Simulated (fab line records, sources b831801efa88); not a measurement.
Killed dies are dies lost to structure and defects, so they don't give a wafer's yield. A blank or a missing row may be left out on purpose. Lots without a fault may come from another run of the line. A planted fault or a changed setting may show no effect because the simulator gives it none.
Chamber matching | flow sky130 | SKY_LI_CONTACT_HDPCVD_00 on hdpcvd-02: 3 sister chambers
The step deposits PSG, target thk 930 nm, time 155 s. 6 wafers are shown with their chamber, then 7 later ones without.

WAFERS WITH THEIR CHAMBER
wafer  | chamber | run_length_s (s) | sih4_flow_sccm (sccm)
L532.1 | 0       | 183.8            | 60.08
L532.2 | 2       | 184.0            | 60.27
L532.3 | 1       | 182.7            | 60.24
L537.1 | 2       | 184.0            | 59.88
L537.2 | 0       | 183.6            | 59.69
L537.3 | 1       | 183.5            | 60.27

WAFERS WITHOUT THEIR CHAMBER
wafer  | run_length_s (s) | sih4_flow_sccm (sccm)
L541.3 | 184.6            | 59.75
L541.4 | 183.9            | 59.75
L541.6 | 183.8            | 59.78
L543.5 | 183.4            | 59.94
L543.6 | 184.9            | 59.81
L545.1 | 184.2            | 60.10
L545.4 | 183.4            | 59.89

WHICH CHAMBER EACH WENT THROUGH
wafer  | from the rows above          | in truth
L541.3 | can't be placed: 2 or 0      | 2
L541.4 | can't be placed: 0 or 2      | 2
L541.6 | can't be placed: 0 or 2      | 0
L543.5 | can't be placed: 0 or 1 or 2 | 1
L543.6 | can't be placed: 2 or 0      | 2
L545.1 | can't be placed: 2 or 0      | 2
L545.4 | can't be placed: 0 or 1 or 2 | 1
Placed correctly: 0 of 7. Can't be placed from these rows: 7 (the true chamber is among the candidates in 7). Placed wrongly: 0.
How it was worked out, from the rows above alone: a wafer's distance from a chamber is the root of the sum, over the readings, of the square of ((its reading less the chamber's mean) divided by the reading's scatter). The wafer belongs to the nearest chamber; if the next one is less than 2 further off, it can't be placed. A chamber's mean is the mean of its shown wafers. The scatter: the root of (the sum of the squares of (reading less its chamber's mean) over the shown wafers, divided by (wafers less chambers)).
